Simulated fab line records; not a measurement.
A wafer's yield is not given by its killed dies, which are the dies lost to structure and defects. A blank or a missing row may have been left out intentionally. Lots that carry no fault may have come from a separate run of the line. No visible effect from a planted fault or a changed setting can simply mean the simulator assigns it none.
Which tool is to blame? / flow sky130 / 24 lots, 72 wafers sampled, at 6 steps of a route of 708

WHAT THE GAUGES SHOWED, per wafer
SKY_METAL1_RS_MEAS_05: the measuring method here is four-point-probe. Usual: for METAL1_ALCU_RS the level is 0.1266 ohm/sq and the standard deviation is 0.0015.
lot=L074; measured=day 31 04:31; on=film metro-04; METAL1_ALCU_RS (ohm/sq)=0.1280 0.1284 0.1285; flag=
lot=L075; measured=day 31 06:04; on=film metro-01; METAL1_ALCU_RS (ohm/sq)=0.1247 0.1240 0.1225; flag=
lot=L076; measured=day 32 08:55; on=film metro-03; METAL1_ALCU_RS (ohm/sq)=0.1272 0.1271 0.1248; flag=
lot=L077; measured=day 32 22:54; on=film metro-01; METAL1_ALCU_RS (ohm/sq)=0.1298 0.1297 0.1295; flag=
lot=L078; measured=day 34 07:36; on=film metro-04; METAL1_ALCU_RS (ohm/sq)=0.1264 0.1267 0.1264; flag=
lot=L079; measured=day 34 09:04; on=film metro-04; METAL1_ALCU_RS (ohm/sq)=0.1280 0.1291 0.1279; flag=
lot=L080; measured=day 34 17:28; on=film metro-01; METAL1_ALCU_RS (ohm/sq)=0.1276 0.1271 0.1269; flag=
lot=L082; measured=day 35 00:01; on=film metro-04; METAL1_ALCU_RS (ohm/sq)=0.1277 0.1274 0.1275; flag=
lot=L081; measured=day 35 02:27; on=film metro-01; METAL1_ALCU_RS (ohm/sq)=0.1288 0.1287 0.1290; flag=
lot=L083; measured=day 35 03:51; on=film metro-04; METAL1_ALCU_RS (ohm/sq)=0.1262 0.1265 0.1276; flag=
lot=L084; measured=day 35 04:28; on=film metro-04; METAL1_ALCU_RS (ohm/sq)=0.1258 0.1265 0.1256; flag=
lot=L085; measured=day 35 04:50; on=film metro-01; METAL1_ALCU_RS (ohm/sq)=0.1277 0.1270 0.1277; flag=
lot=L087; measured=day 36 07:07; on=film metro-03; METAL1_ALCU_RS (ohm/sq)=0.1263 0.1269 0.1260; flag=
lot=L086; measured=day 36 09:46; on=film metro-01; METAL1_ALCU_RS (ohm/sq)=0.1252 0.1258 0.1259; flag=
lot=L090; measured=day 37 06:37; on=film metro-03; METAL1_ALCU_RS (ohm/sq)=0.1237 0.1241 0.1240; flag=
lot=L088; measured=day 37 09:38; on=film metro-04; METAL1_ALCU_RS (ohm/sq)=0.1260 0.1255 0.1265; flag=
lot=L089; measured=day 37 09:39; on=film metro-01; METAL1_ALCU_RS (ohm/sq)=0.1277 0.1273 0.1280; flag=
lot=L092; measured=day 37 20:38; on=film metro-03; METAL1_ALCU_RS (ohm/sq)=0.1250 0.1249 0.1265; flag=
lot=L091; measured=day 37 21:49; on=film metro-01; METAL1_ALCU_RS (ohm/sq)=0.1245 0.1237 0.1234; flag=
lot=L093; measured=day 38 04:32; on=film metro-01; METAL1_ALCU_RS (ohm/sq)=0.1286 0.1263 0.1263; flag=
lot=L094; measured=day 38 06:25; on=film metro-01; METAL1_ALCU_RS (ohm/sq)=0.1285 0.1284 0.1280; flag=
lot=L096; measured=day 38 15:07; on=film metro-04; METAL1_ALCU_RS (ohm/sq)=0.1252 0.1265 0.1245; flag=
lot=L095; measured=day 38 20:00; on=film metro-01; METAL1_ALCU_RS (ohm/sq)=0.1247 0.1258 0.1258; flag=
lot=L097; measured=day 38 23:37; on=film metro-01; METAL1_ALCU_RS (ohm/sq)=0.1269 0.1268 0.1275; flag=

SKY_VIA2_OVL_MEAS_13. Usual: for VIA2_OVL the level is 2 nm and the standard deviation is 5.7.
lot=L074; measured=day 35 19:21; on=overlay-01; VIA2_OVL (nm)=7 7 0; flag=
lot=L075; measured=day 35 22:35; on=overlay-01; VIA2_OVL (nm)=3 1 9; flag=
lot=L076; measured=day 36 23:04; on=overlay-02; VIA2_OVL (nm)=-6 -9 4; flag=
lot=L077; measured=day 37 13:08; on=overlay-01; VIA2_OVL (nm)=0 8 -2; flag=
lot=L078; measured=day 38 20:58; on=overlay-01; VIA2_OVL (nm)=-9 -5 0; flag=
lot=L079; measured=day 38 23:04; on=overlay-01; VIA2_OVL (nm)=1 2 2; flag=
lot=L080; measured=day 39 06:08; on=overlay-02; VIA2_OVL (nm)=1 0 7; flag=
lot=L082; measured=day 39 11:19; on=overlay-01; VIA2_OVL (nm)=3 7 -3; flag=
lot=L081; measured=day 39 14:16; on=overlay-02; VIA2_OVL (nm)=1 -1 -3; flag=
lot=L083; measured=day 39 14:36; on=overlay-02; VIA2_OVL (nm)=3 5 -1; flag=
lot=L084; measured=day 39 15:54; on=overlay-02; VIA2_OVL (nm)=9 7 11; flag=
lot=L085; measured=day 39 17:16; on=overlay-01; VIA2_OVL (nm)=3 0 -2; flag=
lot=L087; measured=day 40 16:53; on=overlay-01; VIA2_OVL (nm)=-2 6 3; flag=
lot=L086; measured=day 40 20:19; on=overlay-02; VIA2_OVL (nm)=-4 -6 -2; flag=
lot=L090; measured=day 41 14:19; on=overlay-02; VIA2_OVL (nm)=3 3 3; flag=
lot=L088; measured=day 41 16:14; on=overlay-01; VIA2_OVL (nm)=0 -5 -1; flag=
lot=L089; measured=day 41 17:27; on=overlay-01; VIA2_OVL (nm)=-3 -6 -12; flag=
lot=L092; measured=day 42 04:56; on=overlay-01; VIA2_OVL (nm)=5 6 6; flag=
lot=L091; measured=day 42 05:15; on=overlay-01; VIA2_OVL (nm)=7 8 2; flag=
lot=L093; measured=day 42 09:58; on=overlay-01; VIA2_OVL (nm)=5 6 3; flag=
lot=L094; measured=day 42 11:41; on=overlay-02; VIA2_OVL (nm)=-5 -2 -3; flag=
lot=L096; measured=day 42 19:38; on=overlay-02; VIA2_OVL (nm)=-3 7 0; flag=
lot=L095; measured=day 42 23:46; on=overlay-02; VIA2_OVL (nm)=9 17 12; flag=
lot=L097; measured=day 43 04:44; on=overlay-01; VIA2_OVL (nm)=9 -7 -1; flag=

SKY_CAPM_RS_MEAS_03: the measuring method here is four-point-probe. Usual: for CAPM_TIN_RS the level is 6.67 ohm/sq and the standard deviation is 0.068.
lot=L074; measured=day 35 21:08; on=film metro-01; CAPM_TIN_RS (ohm/sq)=6.59 6.61 6.64; flag=
lot=L075; measured=day 36 00:23; on=film metro-04; CAPM_TIN_RS (ohm/sq)=6.64 6.66 6.64; flag=
lot=L076; measured=day 37 00:49; on=film metro-03; CAPM_TIN_RS (ohm/sq)=6.77 6.74 6.66; flag=
lot=L077; measured=day 37 15:09; on=film metro-03; CAPM_TIN_RS (ohm/sq)=6.71 6.68 6.66; flag=
lot=L078; measured=day 38 22:46; on=film metro-03; CAPM_TIN_RS (ohm/sq)=6.70 6.66 6.73; flag=
lot=L079; measured=day 39 00:52; on=film metro-01; CAPM_TIN_RS (ohm/sq)=6.76 6.69 6.65; flag=
lot=L080; measured=day 39 07:55; on=film metro-04; CAPM_TIN_RS (ohm/sq)=6.55 6.58 6.55; flag=
lot=L082; measured=day 39 13:13; on=film metro-04; CAPM_TIN_RS (ohm/sq)=6.76 6.74 6.78; flag=
lot=L081; measured=day 39 16:55; on=film metro-01; CAPM_TIN_RS (ohm/sq)=6.66 6.70 6.66; flag=
lot=L083; measured=day 39 16:58; on=film metro-04; CAPM_TIN_RS (ohm/sq)=6.76 6.71 6.72; flag=
lot=L084; measured=day 39 17:56; on=film metro-04; CAPM_TIN_RS (ohm/sq)=6.59 6.66 6.59; flag=
lot=L085; measured=day 39 19:12; on=film metro-04; CAPM_TIN_RS (ohm/sq)=6.66 6.68 6.70; flag=
lot=L087; measured=day 40 18:39; on=film metro-04; CAPM_TIN_RS (ohm/sq)=6.70 6.57 6.56; flag=
lot=L086; measured=day 40 22:04; on=film metro-01; CAPM_TIN_RS (ohm/sq)=6.66 6.75 6.59; flag=
lot=L090; measured=day 41 16:25; on=film metro-01; CAPM_TIN_RS (ohm/sq)=6.72 6.64 6.83; flag=
lot=L088; measured=day 41 18:01; on=film metro-01; CAPM_TIN_RS (ohm/sq)=6.53 6.60 6.50; flag=
lot=L089; measured=day 41 19:12; on=film metro-03; CAPM_TIN_RS (ohm/sq)=6.78 6.72 6.63; flag=
lot=L092; measured=day 42 06:56; on=film metro-03; CAPM_TIN_RS (ohm/sq)=6.72 6.74 6.67; flag=
lot=L091; measured=day 42 07:23; on=film metro-04; CAPM_TIN_RS (ohm/sq)=6.70 6.63 6.57; flag=
lot=L093; measured=day 42 11:46; on=film metro-04; CAPM_TIN_RS (ohm/sq)=6.82 6.79 6.72; flag=
lot=L094; measured=day 42 13:26; on=film metro-01; CAPM_TIN_RS (ohm/sq)=6.71 6.64 6.70; flag=
lot=L096; measured=day 42 21:29; on=film metro-04; CAPM_TIN_RS (ohm/sq)=6.67 6.68 6.67; flag=
lot=L095; measured=day 43 02:01; on=film metro-04; CAPM_TIN_RS (ohm/sq)=6.58 6.66 6.61; flag=
lot=L097; measured=day 43 06:42; on=film metro-01; CAPM_TIN_RS (ohm/sq)=6.70 6.67 6.68; flag=

TOOL THAT RAN EACH LOT (tool first, then ch and the chambers of the sampled wafers, then the start)
lot=L074; SKY_LI_CONTACT_CMP_24=cmp-01 ch 0,1,3, day 28 16:17; SKY_CONTACT_ETCH_18=rie diel-01 ch 0,2, day 31 04:31 or earlier; SKY_METAL2_ETCH_18=rie metal-01 ch 0,1, day 34 15:32
lot=L075; SKY_LI_CONTACT_CMP_24=cmp-01 ch 0,1,2, day 28 19:20; SKY_CONTACT_ETCH_18=rie diel-01 ch 0,2, day 31 06:04 or earlier; SKY_METAL2_ETCH_18=rie metal-03 ch 0,1, day 34 18:38
lot=L076; SKY_LI_CONTACT_CMP_24=cmp-01 ch 0,1,2, day 29 22:55; SKY_CONTACT_ETCH_18=rie diel-03 ch 0,1, day 32 08:55 or earlier; SKY_METAL2_ETCH_18=rie metal-04 ch 0,1, day 35 19:32
lot=L077; SKY_LI_CONTACT_CMP_24=cmp-01 ch 0,3, day 30 13:38; SKY_CONTACT_ETCH_18=rie diel-04 ch 0,1,2, day 32 22:54 or earlier; SKY_METAL2_ETCH_18=rie metal-03 ch 0, day 36 09:40
lot=L078; SKY_LI_CONTACT_CMP_24=cmp-02 ch 0,1,2, day 31 21:27; SKY_CONTACT_ETCH_18=rie diel-04 ch 0,1,3, day 34 07:36 or earlier; SKY_METAL2_ETCH_18=rie metal-01 ch 0,1, day 37 18:11
lot=L079; SKY_LI_CONTACT_CMP_24=cmp-02 ch 1,3, day 31 23:39; SKY_CONTACT_ETCH_18=rie diel-01 ch 0,2, day 34 09:04 or earlier; SKY_METAL2_ETCH_18=rie metal-03 ch 0,1, day 37 19:47
lot=L080; SKY_LI_CONTACT_CMP_24=cmp-01 ch 0,1,2, day 32 09:49; SKY_CONTACT_ETCH_18=rie diel-01 ch 0,3, day 34 17:28 or earlier; SKY_METAL2_ETCH_18=rie metal-03 ch 0,1, day 38 02:50
lot=L082; SKY_LI_CONTACT_CMP_24=cmp-01 ch 0,1,2, day 32 14:33; SKY_CONTACT_ETCH_18=rie diel-03 ch 0,1,3, day 35 00:01 or earlier; SKY_METAL2_ETCH_18=rie metal-01 ch 0,1, day 38 09:50
lot=L081; SKY_LI_CONTACT_CMP_24=cmp-02 ch 1,2, day 32 15:58; SKY_CONTACT_ETCH_18=rie diel-03 ch 0,2, day 35 02:27 or earlier; SKY_METAL2_ETCH_18=rie metal-01 ch 0,1, day 38 11:59
lot=L083; SKY_LI_CONTACT_CMP_24=cmp-02 ch 0,1,3, day 32 19:03; SKY_CONTACT_ETCH_18=rie diel-04 ch 0,1,3, day 35 03:51 or earlier; SKY_METAL2_ETCH_18=rie metal-03 ch 0,1, day 38 12:20
lot=L084; SKY_LI_CONTACT_CMP_24=cmp-01 ch 0,1,3, day 32 19:49; SKY_CONTACT_ETCH_18=rie diel-03 ch 0,1,3, day 35 04:28 or earlier; SKY_METAL2_ETCH_18=rie metal-01 ch 0,1, day 38 13:50
lot=L085; SKY_LI_CONTACT_CMP_24=cmp-02 ch 1,2, day 32 20:14; SKY_CONTACT_ETCH_18=rie diel-01 ch 2,3, day 35 04:50 or earlier; SKY_METAL2_ETCH_18=rie metal-04 ch 0, day 38 15:11
lot=L087; SKY_LI_CONTACT_CMP_24=cmp-01 ch 1,2, day 33 22:19; SKY_CONTACT_ETCH_18=rie diel-03 ch 0,1, day 36 07:07 or earlier; SKY_METAL2_ETCH_18=rie metal-01 ch 0,1, day 39 14:41
lot=L086; SKY_LI_CONTACT_CMP_24=cmp-01 ch 0,2,3, day 34 00:30; SKY_CONTACT_ETCH_18=rie diel-03 ch 0,1,2, day 36 09:46 or earlier; SKY_METAL2_ETCH_18=rie metal-03 ch 0,1, day 39 18:14
lot=L090; SKY_LI_CONTACT_CMP_24=cmp-01 ch 0,1,3, day 34 23:25; SKY_CONTACT_ETCH_18=rie diel-01 ch 1,2,3, day 37 06:37 or earlier; SKY_METAL2_ETCH_18=rie metal-04 ch 0,1, day 40 13:14
lot=L088; SKY_LI_CONTACT_CMP_24=cmp-01 ch 0,2, day 35 01:49; SKY_CONTACT_ETCH_18=rie diel-01 ch 0,1,3, day 37 09:38 or earlier; SKY_METAL2_ETCH_18=rie metal-03 ch 0,1, day 40 15:17
lot=L089; SKY_LI_CONTACT_CMP_24=cmp-01 ch 1,2, day 35 02:07; SKY_CONTACT_ETCH_18=rie diel-04 ch 0,3, day 37 09:39 or earlier; SKY_METAL2_ETCH_18=rie metal-04 ch 0,1, day 40 16:32
lot=L092; SKY_LI_CONTACT_CMP_24=cmp-02 ch 1,2,3, day 35 11:23; SKY_CONTACT_ETCH_18=rie diel-04 ch 0,1,2, day 37 20:38 or earlier; SKY_METAL2_ETCH_18=rie metal-03 ch 0,1, day 41 02:15
lot=L091; SKY_LI_CONTACT_CMP_24=cmp-02 ch 0,3, day 35 12:59; SKY_CONTACT_ETCH_18=rie diel-03 ch 0,2, day 37 21:49 or earlier; SKY_METAL2_ETCH_18=rie metal-04 ch 0, day 41 03:05
lot=L093; SKY_LI_CONTACT_CMP_24=cmp-01 ch 0,1, day 35 21:52; SKY_CONTACT_ETCH_18=rie diel-04 ch 0,3, day 38 04:32 or earlier; SKY_METAL2_ETCH_18=rie metal-03 ch 0,1, day 41 08:53
lot=L094; SKY_LI_CONTACT_CMP_24=cmp-02 ch 0,2,3, day 35 22:28; SKY_CONTACT_ETCH_18=rie diel-01 ch 0,3, day 38 06:25 or earlier; SKY_METAL2_ETCH_18=rie metal-01 ch 0,1, day 41 11:29
lot=L096; SKY_LI_CONTACT_CMP_24=cmp-02 ch 1,3, day 36 07:46; SKY_CONTACT_ETCH_18=rie diel-03 ch 2,3, day 38 15:07 or earlier; SKY_METAL2_ETCH_18=rie metal-01 ch 0,1, day 41 19:05
lot=L095; SKY_LI_CONTACT_CMP_24=cmp-02 ch 1,3, day 36 12:04; SKY_CONTACT_ETCH_18=rie diel-03 ch 0,2, day 38 20:00 or earlier; SKY_METAL2_ETCH_18=rie metal-01 ch 0,1, day 41 23:45
lot=L097; SKY_LI_CONTACT_CMP_24=cmp-02 ch 1,2, day 36 16:01; SKY_CONTACT_ETCH_18=rie diel-03 ch 0,2, day 38 23:37 or earlier; SKY_METAL2_ETCH_18=rie metal-01 ch 0,1, day 42 04:41
- SKY_LI_CONTACT_CMP_24: polishes, stops on PSG, t overpolish 20 s, target thk 0 nm.
- SKY_CONTACT_ETCH_18: etches Si3N4 in CHF3/O2, stops on TiN, time 39 s, target depth 75 nm.
- SKY_METAL2_ETCH_18: etches BARC in N2/H2, stops on SiO2, time 45.9 s, target depth 60 nm.

WHAT THE TOOLS THEMSELVES READ (means of the sampled wafers that have a number; where no wafer has one, the mark that the record gives instead)
SKY_LI_CONTACT_CMP_24. Usual: motor current A 11.0 A, standard deviation 1.4; overpolish run s 19.998 s, standard deviation 0.0083; time to endpoint s 95 s, standard deviation 4.9.
lot=L074; tool=cmp-01; motor current A (A)=10.4; overpolish run s (s)=19.994; time to endpoint s (s)=95; flag=
lot=L075; tool=cmp-01; motor current A (A)=11.1; overpolish run s (s)=20.008; time to endpoint s (s)=96; flag=
lot=L076; tool=cmp-01; motor current A (A)=11.2; overpolish run s (s)=19.989; time to endpoint s (s)=91; flag=
lot=L077; tool=cmp-01; motor current A (A)=10.7; overpolish run s (s)=20.000; time to endpoint s (s)=97; flag=
lot=L078; tool=cmp-02; motor current A (A)=9.7; overpolish run s (s)=19.992; time to endpoint s (s)=94; flag=
lot=L079; tool=cmp-02; motor current A (A)=11.0; overpolish run s (s)=19.995; time to endpoint s (s)=97; flag=
lot=L080; tool=cmp-01; motor current A (A)=11.0; overpolish run s (s)=19.997; time to endpoint s (s)=95; flag=
lot=L082; tool=cmp-01; motor current A (A)=11.0; overpolish run s (s)=19.993; time to endpoint s (s)=91; flag=
lot=L081; tool=cmp-02; motor current A (A)=10.1; overpolish run s (s)=20.005; time to endpoint s (s)=95; flag=
lot=L083; tool=cmp-02; motor current A (A)=10.5; overpolish run s (s)=20.000; time to endpoint s (s)=90; flag=
lot=L084; tool=cmp-01; motor current A (A)=10.9; overpolish run s (s)=20.003; time to endpoint s (s)=92; flag=
lot=L085; tool=cmp-02; motor current A (A)=10.0; overpolish run s (s)=20.005; time to endpoint s (s)=94; flag=
lot=L087; tool=cmp-01; motor current A (A)=11.1; overpolish run s (s)=19.993; time to endpoint s (s)=89; flag=
lot=L086; tool=cmp-01; motor current A (A)=11.8; overpolish run s (s)=19.994; time to endpoint s (s)=92; flag=
lot=L090; tool=cmp-01; motor current A (A)=10.8; overpolish run s (s)=19.996; time to endpoint s (s)=94; flag=
lot=L088; tool=cmp-01; motor current A (A)=12.5; overpolish run s (s)=20.000; time to endpoint s (s)=91; flag=
lot=L089; tool=cmp-01; motor current A (A)=11.0; overpolish run s (s)=19.998; time to endpoint s (s)=94; flag=
lot=L092; tool=cmp-02; motor current A (A)=10.7; overpolish run s (s)=19.997; time to endpoint s (s)=96; flag=
lot=L091; tool=cmp-02; motor current A (A)=10.8; overpolish run s (s)=19.991; time to endpoint s (s)=95; flag=
lot=L093; tool=cmp-01; motor current A (A)=10.0; overpolish run s (s)=20.000; time to endpoint s (s)=95; flag=
lot=L094; tool=cmp-02; motor current A (A)=10.9; overpolish run s (s)=19.998; time to endpoint s (s)=99; flag=
lot=L096; tool=cmp-02; motor current A (A)=11.3; overpolish run s (s)=19.988; time to endpoint s (s)=96; flag=
lot=L095; tool=cmp-02; motor current A (A)=10.3; overpolish run s (s)=19.999; time to endpoint s (s)=95; flag=
lot=L097; tool=cmp-02; motor current A (A)=9.8; overpolish run s (s)=20.006; time to endpoint s (s)=95; flag=

SKY_CONTACT_ETCH_18. Usual: chamber pressure mTorr 40.00 mTorr, standard deviation 0.035; chf3 flow sccm 49.98 sccm, standard deviation 0.17; drypump motor current A 5.6 A, standard deviation 0.39; oes product au 0.852 a.u., standard deviation 0.0078; throttle valve pct 8.792 %, standard deviation 0.0092.
lot=L074; tool=rie diel-01; chamber pressure mTorr (mTorr)=40.01; chf3 flow sccm (sccm)=50.05; drypump motor current A (A)=5.5; oes product au (a.u.)=0.855; throttle valve pct (%)=8.790; flag=
lot=L075; tool=rie diel-01; chamber pressure mTorr (mTorr)=39.99; chf3 flow sccm (sccm)=49.76; drypump motor current A (A)=5.5; oes product au (a.u.)=0.849; throttle valve pct (%)=8.788; flag=
lot=L076; tool=rie diel-03; chamber pressure mTorr (mTorr)=39.98; chf3 flow sccm (sccm)=49.92; drypump motor current A (A)=5.2; oes product au (a.u.)=0.847; throttle valve pct (%)=8.787; flag=
lot=L077; tool=rie diel-04; chamber pressure mTorr (mTorr)=39.96; chf3 flow sccm (sccm)=50.07; drypump motor current A (A)=5.5; oes product au (a.u.)=0.847; throttle valve pct (%)=8.789; flag=
lot=L078; tool=rie diel-04; chamber pressure mTorr (mTorr)=40.02; chf3 flow sccm (sccm)=49.76; drypump motor current A (A)=5.7; oes product au (a.u.)=0.856; throttle valve pct (%)=8.795; flag=
lot=L079; tool=rie diel-01; chamber pressure mTorr (mTorr)=39.99; chf3 flow sccm (sccm)=50.10; drypump motor current A (A)=5.5; oes product au (a.u.)=0.841; throttle valve pct (%)=8.789; flag=
lot=L080; tool=rie diel-01; chamber pressure mTorr (mTorr)=40.04; chf3 flow sccm (sccm)=50.01; drypump motor current A (A)=5.8; oes product au (a.u.)=0.855; throttle valve pct (%)=8.803; flag=
lot=L082; tool=rie diel-03; chamber pressure mTorr (mTorr)=40.03; chf3 flow sccm (sccm)=50.12; drypump motor current A (A)=5.5; oes product au (a.u.)=0.859; throttle valve pct (%)=8.796; flag=
lot=L081; tool=rie diel-03; chamber pressure mTorr (mTorr)=39.98; chf3 flow sccm (sccm)=50.01; drypump motor current A (A)=5.5; oes product au (a.u.)=0.852; throttle valve pct (%)=8.785; flag=
lot=L083; tool=rie diel-04; chamber pressure mTorr (mTorr)=40.02; chf3 flow sccm (sccm)=50.04; drypump motor current A (A)=5.7; oes product au (a.u.)=0.854; throttle valve pct (%)=8.795; flag=
lot=L084; tool=rie diel-03; chamber pressure mTorr (mTorr)=40.00; chf3 flow sccm (sccm)=50.09; drypump motor current A (A)=5.5; oes product au (a.u.)=0.843; throttle valve pct (%)=8.787; flag=
lot=L085; tool=rie diel-01; chamber pressure mTorr (mTorr)=40.00; chf3 flow sccm (sccm)=50.05; drypump motor current A (A)=5.6; oes product au (a.u.)=0.857; throttle valve pct (%)=8.792; flag=
lot=L087; tool=rie diel-03; chamber pressure mTorr (mTorr)=40.01; chf3 flow sccm (sccm)=50.10; drypump motor current A (A)=5.1; oes product au (a.u.)=0.856; throttle valve pct (%)=8.793; flag=
lot=L086; tool=rie diel-03; chamber pressure mTorr (mTorr)=40.02; chf3 flow sccm (sccm)=49.91; drypump motor current A (A)=5.4; oes product au (a.u.)=0.850; throttle valve pct (%)=8.801; flag=
lot=L090; tool=rie diel-01; chamber pressure mTorr (mTorr)=39.98; chf3 flow sccm (sccm)=50.00; drypump motor current A (A)=5.5; oes product au (a.u.)=0.844; throttle valve pct (%)=8.786; flag=
lot=L088; tool=rie diel-01; chamber pressure mTorr (mTorr)=40.01; chf3 flow sccm (sccm)=50.01; drypump motor current A (A)=5.7; oes product au (a.u.)=0.855; throttle valve pct (%)=8.792; flag=
lot=L089; tool=rie diel-04; chamber pressure mTorr (mTorr)=39.99; chf3 flow sccm (sccm)=49.87; drypump motor current A (A)=5.6; oes product au (a.u.)=0.849; throttle valve pct (%)=8.790; flag=
lot=L092; tool=rie diel-04; chamber pressure mTorr (mTorr)=40.01; chf3 flow sccm (sccm)=50.12; drypump motor current A (A)=5.5; oes product au (a.u.)=0.857; throttle valve pct (%)=8.795; flag=
lot=L091; tool=rie diel-03; chamber pressure mTorr (mTorr)=39.99; chf3 flow sccm (sccm)=50.10; drypump motor current A (A)=5.5; oes product au (a.u.)=0.854; throttle valve pct (%)=8.796; flag=
lot=L093; tool=rie diel-04; chamber pressure mTorr (mTorr)=40.04; chf3 flow sccm (sccm)=49.96; drypump motor current A (A)=5.6; oes product au (a.u.)=0.850; throttle valve pct (%)=8.785; flag=
lot=L094; tool=rie diel-01; chamber pressure mTorr (mTorr)=40.00; chf3 flow sccm (sccm)=49.95; drypump motor current A (A)=5.8; oes product au (a.u.)=0.850; throttle valve pct (%)=8.784; flag=
lot=L096; tool=rie diel-03; chamber pressure mTorr (mTorr)=40.00; chf3 flow sccm (sccm)=49.93; drypump motor current A (A)=6.1; oes product au (a.u.)=0.859; throttle valve pct (%)=8.799; flag=
lot=L095; tool=rie diel-03; chamber pressure mTorr (mTorr)=39.98; chf3 flow sccm (sccm)=49.90; drypump motor current A (A)=5.7; oes product au (a.u.)=0.854; throttle valve pct (%)=8.788; flag=
lot=L097; tool=rie diel-03; chamber pressure mTorr (mTorr)=40.02; chf3 flow sccm (sccm)=49.84; drypump motor current A (A)=5.7; oes product au (a.u.)=0.850; throttle valve pct (%)=8.789; flag=

SKY_METAL2_ETCH_18. Usual: chamber pressure mTorr 29.996 mTorr, standard deviation 0.027; drypump motor current A 5.7 A, standard deviation 0.59; oes product au 0.855 a.u., standard deviation 0.0047; throttle valve pct 13.224 %, standard deviation 0.0095.
lot=L074; tool=rie metal-01; chamber pressure mTorr (mTorr)=29.999; drypump motor current A (A)=5.2; oes product au (a.u.)=0.857; throttle valve pct (%)=13.223; flag=
lot=L075; tool=rie metal-03; chamber pressure mTorr (mTorr)=29.991; drypump motor current A (A)=6.3; oes product au (a.u.)=0.852; throttle valve pct (%)=13.224; flag=
lot=L076; tool=rie metal-04; chamber pressure mTorr (mTorr)=29.963; drypump motor current A (A)=5.8; oes product au (a.u.)=0.852; throttle valve pct (%)=13.216; flag=
lot=L077; tool=rie metal-03; chamber pressure mTorr (mTorr)=29.988; drypump motor current A (A)=6.5; oes product au (a.u.)=0.852; throttle valve pct (%)=13.221; flag=
lot=L078; tool=rie metal-01; chamber pressure mTorr (mTorr)=29.981; drypump motor current A (A)=5.5; oes product au (a.u.)=0.853; throttle valve pct (%)=13.228; flag=
lot=L079; tool=rie metal-03; chamber pressure mTorr (mTorr)=30.016; drypump motor current A (A)=6.3; oes product au (a.u.)=0.857; throttle valve pct (%)=13.231; flag=
lot=L080; tool=rie metal-03; chamber pressure mTorr (mTorr)=29.992; drypump motor current A (A)=6.3; oes product au (a.u.)=0.856; throttle valve pct (%)=13.229; flag=
lot=L082; tool=rie metal-01; chamber pressure mTorr (mTorr)=29.988; drypump motor current A (A)=5.5; oes product au (a.u.)=0.860; throttle valve pct (%)=13.215; flag=
lot=L081; tool=rie metal-01; chamber pressure mTorr (mTorr)=29.997; drypump motor current A (A)=5.5; oes product au (a.u.)=0.851; throttle valve pct (%)=13.217; flag=
lot=L083; tool=rie metal-03; chamber pressure mTorr (mTorr)=29.999; drypump motor current A (A)=6.2; oes product au (a.u.)=0.855; throttle valve pct (%)=13.233; flag=
lot=L084; tool=rie metal-01; chamber pressure mTorr (mTorr)=30.030; drypump motor current A (A)=5.5; oes product au (a.u.)=0.854; throttle valve pct (%)=13.213; flag=
lot=L085; tool=rie metal-04; chamber pressure mTorr (mTorr)=30.037; drypump motor current A (A)=5.0; oes product au (a.u.)=0.857; throttle valve pct (%)=13.209; flag=
lot=L087; tool=rie metal-01; chamber pressure mTorr (mTorr)=29.984; drypump motor current A (A)=5.5; oes product au (a.u.)=0.854; throttle valve pct (%)=13.220; flag=
lot=L086; tool=rie metal-03; chamber pressure mTorr (mTorr)=29.995; drypump motor current A (A)=6.3; oes product au (a.u.)=0.855; throttle valve pct (%)=13.226; flag=
lot=L090; tool=rie metal-04; chamber pressure mTorr (mTorr)=30.007; drypump motor current A (A)=5.5; oes product au (a.u.)=0.856; throttle valve pct (%)=13.208; flag=
lot=L088; tool=rie metal-03; chamber pressure mTorr (mTorr)=30.020; drypump motor current A (A)=6.2; oes product au (a.u.)=0.852; throttle valve pct (%)=13.228; flag=
lot=L089; tool=rie metal-04; chamber pressure mTorr (mTorr)=29.991; drypump motor current A (A)=5.4; oes product au (a.u.)=0.853; throttle valve pct (%)=13.217; flag=
lot=L092; tool=rie metal-03; chamber pressure mTorr (mTorr)=30.026; drypump motor current A (A)=6.3; oes product au (a.u.)=0.858; throttle valve pct (%)=13.229; flag=
lot=L091; tool=rie metal-04; chamber pressure mTorr (mTorr)=29.981; drypump motor current A (A)=5.1; oes product au (a.u.)=0.857; throttle valve pct (%)=13.221; flag=
lot=L093; tool=rie metal-03; chamber pressure mTorr (mTorr)=30.000; drypump motor current A (A)=6.2; oes product au (a.u.)=0.854; throttle valve pct (%)=13.228; flag=
lot=L094; tool=rie metal-01; chamber pressure mTorr (mTorr)=30.019; drypump motor current A (A)=5.5; oes product au (a.u.)=0.854; throttle valve pct (%)=13.231; flag=
lot=L096; tool=rie metal-01; chamber pressure mTorr (mTorr)=29.988; drypump motor current A (A)=5.5; oes product au (a.u.)=0.853; throttle valve pct (%)=13.223; flag=
lot=L095; tool=rie metal-01; chamber pressure mTorr (mTorr)=29.989; drypump motor current A (A)=5.2; oes product au (a.u.)=0.852; throttle valve pct (%)=13.220; flag=
lot=L097; tool=rie metal-01; chamber pressure mTorr (mTorr)=30.020; drypump motor current A (A)=5.5; oes product au (a.u.)=0.854; throttle valve pct (%)=13.230; flag=

THE ANSWER, worked out from the rows above alone
Rule: take the mean of a lot's wafers that have a number; if it is more than 3 standard deviations from the usual mean, the lot is off. A lot without any number at a reading at which 4 lots or more have one is off too. The other lots that the step has rows for count as sound. First the gauges in route order, then the tools' own readings, where a lot's mean is used as printed above. At the first step where some lot is off, the reading lying furthest off is the one used; lots without a number count as furthest.
Across all readings shown, no lot is off: no conclusion can be drawn from this.

WHAT THE SIMULATOR HAD INSERTED
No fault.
